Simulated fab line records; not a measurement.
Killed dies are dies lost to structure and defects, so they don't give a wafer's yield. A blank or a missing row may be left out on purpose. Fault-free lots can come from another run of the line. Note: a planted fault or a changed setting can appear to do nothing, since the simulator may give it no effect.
Which tool is to blame? || flow gf180mcu || 12 lots with 36 wafers sampled at 6 steps, on a route of 602 steps

== WHAT THE GAUGES SHOWED, per wafer ==
GF_M1_OVL_MEAS_15. Usual: M1_OVL gives 4 nm (standard deviation 4.9).
{"lot": "L638", "measured": "day 17 00:34", "on": "overlay-02", "M1_OVL (nm)": "0 1 -3", "flag": ""}
{"lot": "L641", "measured": "day 18 08:43", "on": "overlay-01", "M1_OVL (nm)": "3 6 -6", "flag": ""}
{"lot": "L642", "measured": "day 18 22:35", "on": "overlay-02", "M1_OVL (nm)": "-2 2 -10", "flag": ""}
{"lot": "L644", "measured": "day 19 13:53", "on": "overlay-02", "M1_OVL (nm)": "-5 6 0", "flag": ""}
{"lot": "L645", "measured": "day 19 23:26", "on": "overlay-02", "M1_OVL (nm)": "-2 -1 -4", "flag": ""}
{"lot": "L646", "measured": "day 20 10:01", "on": "overlay-02", "M1_OVL (nm)": "5 6 -2", "flag": ""}
{"lot": "L649", "measured": "day 21 09:32", "on": "overlay-02", "M1_OVL (nm)": "2 12 6", "flag": ""}
{"lot": "L657", "measured": "day 24 11:37", "on": "overlay-01", "M1_OVL (nm)": "5 9 13", "flag": ""}
{"lot": "L658", "measured": "day 24 12:15", "on": "overlay-01", "M1_OVL (nm)": "0 4 5", "flag": ""}
{"lot": "L659", "measured": "day 24 22:24", "on": "overlay-02", "M1_OVL (nm)": "0 -2 3", "flag": ""}
{"lot": "L660", "measured": "day 25 03:00", "on": "overlay-01", "M1_OVL (nm)": "-2 1 4", "flag": ""}
{"lot": "L661", "measured": "day 25 15:53", "on": "overlay-01", "M1_OVL (nm)": "8 3 5", "flag": ""}

GF_V1_THK_MEAS_01. Usual: V1_CVD_00_THK gives 602 nm (standard deviation 6.4).
{"lot": "L638", "measured": "day 17 01:20", "on": "film-metro-03", "V1_CVD_00_THK (nm)": "587 592 594", "flag": ""}
{"lot": "L641", "measured": "day 18 09:31", "on": "film-metro-03", "V1_CVD_00_THK (nm)": "599 593 603", "flag": ""}
{"lot": "L642", "measured": "day 18 23:24", "on": "film-metro-02", "V1_CVD_00_THK (nm)": "611 611 611", "flag": ""}
{"lot": "L644", "measured": "day 19 14:40", "on": "film-metro-03", "V1_CVD_00_THK (nm)": "608 600 595", "flag": ""}
{"lot": "L645", "measured": "day 20 00:16", "on": "film-metro-03", "V1_CVD_00_THK (nm)": "603 599 609", "flag": ""}
{"lot": "L646", "measured": "day 20 10:49", "on": "film-metro-03", "V1_CVD_00_THK (nm)": "596 596 601", "flag": ""}
{"lot": "L649", "measured": "day 21 10:19", "on": "film-metro-02", "V1_CVD_00_THK (nm)": "595 606 598", "flag": ""}
{"lot": "L657", "measured": "day 24 12:24", "on": "film-metro-04", "V1_CVD_00_THK (nm)": "613 597 605", "flag": ""}
{"lot": "L658", "measured": "day 24 13:02", "on": "film-metro-04", "V1_CVD_00_THK (nm)": "594 601 595", "flag": ""}
{"lot": "L659", "measured": "day 24 23:12", "on": "film-metro-02", "V1_CVD_00_THK (nm)": "591 597 598", "flag": ""}
{"lot": "L660", "measured": "day 25 03:54", "on": "film-metro-03", "V1_CVD_00_THK (nm)": "603 597 604", "flag": ""}
{"lot": "L661", "measured": "day 25 16:40", "on": "film-metro-03", "V1_CVD_00_THK (nm)": "603 610 607", "flag": ""}

GF_V1_THK_MEAS_03. Usual: V1_CVD_02_THK gives 846 nm (standard deviation 13).
{"lot": "L638", "measured": "day 17 01:28", "on": "film-metro-04", "V1_CVD_02_THK (nm)": "851 857 858", "flag": ""}
{"lot": "L641", "measured": "day 18 09:38", "on": "film-metro-04", "V1_CVD_02_THK (nm)": "829 855 852", "flag": ""}
{"lot": "L642", "measured": "day 18 23:32", "on": "film-metro-03", "V1_CVD_02_THK (nm)": "827 823 834", "flag": ""}
{"lot": "L644", "measured": "day 19 14:47", "on": "film-metro-02", "V1_CVD_02_THK (nm)": "836 820 848", "flag": ""}
{"lot": "L645", "measured": "day 20 00:25", "on": "film-metro-04", "V1_CVD_02_THK (nm)": "844 850 852", "flag": ""}
{"lot": "L646", "measured": "day 20 10:56", "on": "film-metro-02", "V1_CVD_02_THK (nm)": "842 833 840", "flag": ""}
{"lot": "L649", "measured": "day 21 10:27", "on": "film-metro-03", "V1_CVD_02_THK (nm)": "816 843 853", "flag": ""}
{"lot": "L657", "measured": "day 24 12:31", "on": "film-metro-02", "V1_CVD_02_THK (nm)": "862 847 848", "flag": ""}
{"lot": "L658", "measured": "day 24 13:10", "on": "film-metro-04", "V1_CVD_02_THK (nm)": "926 942 946", "flag": "OFF"}
{"lot": "L659", "measured": "day 24 23:20", "on": "film-metro-03", "V1_CVD_02_THK (nm)": "927 950 955", "flag": "OFF"}
{"lot": "L660", "measured": "day 25 04:02", "on": "film-metro-02", "V1_CVD_02_THK (nm)": "928 919 937", "flag": "OFF"}
{"lot": "L661", "measured": "day 25 16:47", "on": "film-metro-02", "V1_CVD_02_THK (nm)": "829 829 853", "flag": ""}

GF_V1_OVL_MEAS_15. Usual: V1_OVL gives 4 nm (standard deviation 5.6).
{"lot": "L638", "measured": "day 18 01:42", "on": "overlay-01", "V1_OVL (nm)": "0 2 -2", "flag": ""}
{"lot": "L641", "measured": "day 19 10:30", "on": "overlay-01", "V1_OVL (nm)": "8 4 11", "flag": ""}
{"lot": "L642", "measured": "day 20 00:47", "on": "overlay-02", "V1_OVL (nm)": "13 13 20", "flag": ""}
{"lot": "L644", "measured": "day 20 15:51", "on": "overlay-02", "V1_OVL (nm)": "4 -8 -6", "flag": ""}
{"lot": "L645", "measured": "day 21 01:52", "on": "overlay-01", "V1_OVL (nm)": "3 3 4", "flag": ""}
{"lot": "L646", "measured": "day 21 11:25", "on": "overlay-02", "V1_OVL (nm)": "4 1 1", "flag": ""}
{"lot": "L649", "measured": "day 22 10:24", "on": "overlay-02", "V1_OVL (nm)": "11 1 11", "flag": ""}
{"lot": "L657", "measured": "day 25 11:04", "on": "overlay-02", "V1_OVL (nm)": "-2 1 1", "flag": ""}
{"lot": "L658", "measured": "day 25 11:25", "on": "overlay-01", "V1_OVL (nm)": "6 0 7", "flag": ""}
{"lot": "L659", "measured": "day 25 21:13", "on": "overlay-02", "V1_OVL (nm)": "9 8 9", "flag": ""}
{"lot": "L660", "measured": "day 26 01:59", "on": "overlay-02", "V1_OVL (nm)": "4 7 6", "flag": ""}
{"lot": "L661", "measured": "day 26 13:12", "on": "overlay-02", "V1_OVL (nm)": "1 3 7", "flag": ""}

== WHICH TOOL RAN EACH LOT (tool, then ch and the chambers of the sampled wafers, then the start) ==
{"lot": "L638", "GF_V1_CVD_02": "pecvd-04 ch 1,2, day 17 01:23", "GF_V1_CMP_04": "cmp-01 ch 1,2, day 17 01:34"}
{"lot": "L641", "GF_V1_CVD_02": "pecvd-02 ch 0,1,2, day 18 09:34", "GF_V1_CMP_04": "cmp-01 ch 0,2,3, day 18 09:51"}
{"lot": "L642", "GF_V1_CVD_02": "pecvd-02 ch 0,1,2, day 18 23:28", "GF_V1_CMP_04": "cmp-02 ch 0,1,2, day 18 23:41"}
{"lot": "L644", "GF_V1_CVD_02": "pecvd-04 ch 0,1, day 19 14:43", "GF_V1_CMP_04": "cmp-02 ch 1,2,3, day 19 14:50"}
{"lot": "L645", "GF_V1_CVD_02": "pecvd-01 ch 0,2, day 20 00:19", "GF_V1_CMP_04": "cmp-01 ch 0,2,3, day 20 00:35"}
{"lot": "L646", "GF_V1_CVD_02": "pecvd-02 ch 0,1,2, day 20 10:52", "GF_V1_CMP_04": "cmp-01 ch 1,2,3, day 20 11:00"}
{"lot": "L649", "GF_V1_CVD_02": "pecvd-02 ch 0,1,2, day 21 10:22", "GF_V1_CMP_04": "cmp-01 ch 1,2, day 21 10:30"}
{"lot": "L657", "GF_V1_CVD_02": "pecvd-04 ch 0,1,2, day 24 12:26", "GF_V1_CMP_04": "cmp-02 ch 0,1, day 24 12:49"}
{"lot": "L658", "GF_V1_CVD_02": "pecvd-02 ch 0,1, day 24 13:04", "GF_V1_CMP_04": "cmp-02 ch 1,2,3, day 24 13:21"}
{"lot": "L659", "GF_V1_CVD_02": "pecvd-02 ch 1,2, day 24 23:14", "GF_V1_CMP_04": "cmp-02 ch 0,3, day 24 23:22"}
{"lot": "L660", "GF_V1_CVD_02": "pecvd-02 ch 0,1,2, day 25 03:58", "GF_V1_CMP_04": "cmp-02 ch 0,2,3, day 25 04:08"}
{"lot": "L661", "GF_V1_CVD_02": "pecvd-01 ch 1,2, day 25 16:43", "GF_V1_CMP_04": "cmp-02 ch 0,1,2, day 25 16:54"}
- GF_V1_CVD_02: deposits SiO2 from TEOS, target thk 850 nm, time 94.851 s.
- GF_V1_CMP_04: polishes SiO2.

== AS READ BY THE TOOLS THEMSELVES (means over the sampled wafers that have a number; for cases with no such wafer, the mark the record gives instead) ==
GF_V1_CVD_02. Usual: heater-power-w 684 W, standard deviation 110; rf-fwd-power-W 596.0 W, standard deviation 2; susceptor-temp-C 400.02 C, standard deviation 0.21.
{"lot": "L638", "tool": "pecvd-04", "heater-power-w (W)": 491, "rf-fwd-power-W (W)": 598.1, "susceptor-temp-C (C)": 399.81, "flag": ""}
{"lot": "L641", "tool": "pecvd-02", "heater-power-w (W)": 733, "rf-fwd-power-W (W)": 596.0, "susceptor-temp-C (C)": 399.95, "flag": ""}
{"lot": "L642", "tool": "pecvd-02", "heater-power-w (W)": 810, "rf-fwd-power-W (W)": 595.3, "susceptor-temp-C (C)": 400.12, "flag": ""}
{"lot": "L644", "tool": "pecvd-04", "heater-power-w (W)": 551, "rf-fwd-power-W (W)": 594.6, "susceptor-temp-C (C)": 400.08, "flag": ""}
{"lot": "L645", "tool": "pecvd-01", "heater-power-w (W)": 633, "rf-fwd-power-W (W)": 595.1, "susceptor-temp-C (C)": 400.40, "flag": ""}
{"lot": "L646", "tool": "pecvd-02", "heater-power-w (W)": 765, "rf-fwd-power-W (W)": 594.9, "susceptor-temp-C (C)": 399.91, "flag": ""}
{"lot": "L649", "tool": "pecvd-02", "heater-power-w (W)": 745, "rf-fwd-power-W (W)": 595.5, "susceptor-temp-C (C)": 400.29, "flag": ""}
{"lot": "L657", "tool": "pecvd-04", "heater-power-w (W)": 587, "rf-fwd-power-W (W)": 596.8, "susceptor-temp-C (C)": 400.05, "flag": ""}
{"lot": "L658", "tool": "pecvd-02", "heater-power-w (W)": 716, "rf-fwd-power-W (W)": 833.1, "susceptor-temp-C (C)": 400.20, "flag": "OFF"}
{"lot": "L659", "tool": "pecvd-02", "heater-power-w (W)": 735, "rf-fwd-power-W (W)": 837.9, "susceptor-temp-C (C)": 399.99, "flag": "OFF"}
{"lot": "L660", "tool": "pecvd-02", "heater-power-w (W)": 724, "rf-fwd-power-W (W)": 835.6, "susceptor-temp-C (C)": 400.02, "flag": "OFF"}
{"lot": "L661", "tool": "pecvd-01", "heater-power-w (W)": 666, "rf-fwd-power-W (W)": 595.1, "susceptor-temp-C (C)": 399.78, "flag": ""}

GF_V1_CMP_04. Usual: motor-current-A 11.8 A, standard deviation 0.92; platen-rpm 60.00 rpm, standard deviation 0.038; retaining-ring-pressure-frac 1.000, standard deviation 0.0052; time-to-endpoint-s 77 s, standard deviation 6.1.
{"lot": "L638", "tool": "cmp-01", "motor-current-A (A)": 12.6, "platen-rpm (rpm)": 60.00, "retaining-ring-pressure-frac": 0.996, "time-to-endpoint-s (s)": 78, "flag": ""}
{"lot": "L641", "tool": "cmp-01", "motor-current-A (A)": 11.8, "platen-rpm (rpm)": 59.99, "retaining-ring-pressure-frac": 0.998, "time-to-endpoint-s (s)": 73, "flag": ""}
{"lot": "L642", "tool": "cmp-02", "motor-current-A (A)": 11.8, "platen-rpm (rpm)": 60.01, "retaining-ring-pressure-frac": 1.008, "time-to-endpoint-s (s)": 76, "flag": ""}
{"lot": "L644", "tool": "cmp-02", "motor-current-A (A)": 11.8, "platen-rpm (rpm)": 59.99, "retaining-ring-pressure-frac": 0.999, "time-to-endpoint-s (s)": 72, "flag": ""}
{"lot": "L645", "tool": "cmp-01", "motor-current-A (A)": 11.7, "platen-rpm (rpm)": 60.01, "retaining-ring-pressure-frac": 0.994, "time-to-endpoint-s (s)": 77, "flag": ""}
{"lot": "L646", "tool": "cmp-01", "motor-current-A (A)": 11.7, "platen-rpm (rpm)": 60.00, "retaining-ring-pressure-frac": 1.003, "time-to-endpoint-s (s)": 72, "flag": ""}
{"lot": "L649", "tool": "cmp-01", "motor-current-A (A)": 12.2, "platen-rpm (rpm)": 59.99, "retaining-ring-pressure-frac": 1.005, "time-to-endpoint-s (s)": 72, "flag": ""}
{"lot": "L657", "tool": "cmp-02", "motor-current-A (A)": 11.7, "platen-rpm (rpm)": 60.03, "retaining-ring-pressure-frac": 0.999, "time-to-endpoint-s (s)": 85, "flag": ""}
{"lot": "L658", "tool": "cmp-02", "motor-current-A (A)": 11.6, "platen-rpm (rpm)": 60.03, "retaining-ring-pressure-frac": 1.003, "time-to-endpoint-s (s)": 114, "flag": "OFF"}
{"lot": "L659", "tool": "cmp-02", "motor-current-A (A)": 10.7, "platen-rpm (rpm)": 59.97, "retaining-ring-pressure-frac": 0.991, "time-to-endpoint-s (s)": 119, "flag": "OFF"}
{"lot": "L660", "tool": "cmp-02", "motor-current-A (A)": 10.8, "platen-rpm (rpm)": 60.01, "retaining-ring-pressure-frac": 0.998, "time-to-endpoint-s (s)": 109, "flag": "OFF"}
{"lot": "L661", "tool": "cmp-02", "motor-current-A (A)": 11.7, "platen-rpm (rpm)": 60.03, "retaining-ring-pressure-frac": 0.995, "time-to-endpoint-s (s)": 77, "flag": ""}

== THE ANSWER, worked out from the rows above alone ==
Rule: lot off if the mean of its wafers having a number is beyond 3 standard deviations from the usual mean. A lot without any number at a reading at which 4 lots or more have one is off too. Where the step has rows for the other lots, those lots are counted as sound. After the gauges, taken in route order, come the tools' own readings; for these a lot's mean is taken, as printed above. At the first step where some lot is off, the reading lying furthest off is the one used; lots without a number count as furthest.
Off: L658, L659, L660, seen at GF_V1_THK_MEAS_03 (V1_CVD_02_THK).
If a tool, at a process step before that reading, ran all the lots that are off and no sound lot after the first of them, it fits. The gauges at GF_V1_THK_MEAS_03 aren't tried: what is off there is off at GF_V1_CVD_02 too, on other tools, and a gauge's error can't cause that. One fits: pecvd-02 at GF_V1_CVD_02. Its last sound lot is L649 (day 21 10:22), its first lot that is off L658 (day 24 13:04): a fault that began between those two fits.
The tool's own readings at GF_V1_CVD_02 bear it out: on the lots that are off they differ by more than 5 times the standard deviation of the sound lots' means. rf-fwd-power-W reads 835.5 W there against 595.7 W on the sound lots.

== WHAT THE SIMULATOR HAD PUT IN ==
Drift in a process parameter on pecvd-02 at GF_V1_CVD_02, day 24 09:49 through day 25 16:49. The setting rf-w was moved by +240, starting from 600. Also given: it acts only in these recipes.
Shown lots that were struck: L658, L659, L660. The rule given above showed the same thing.
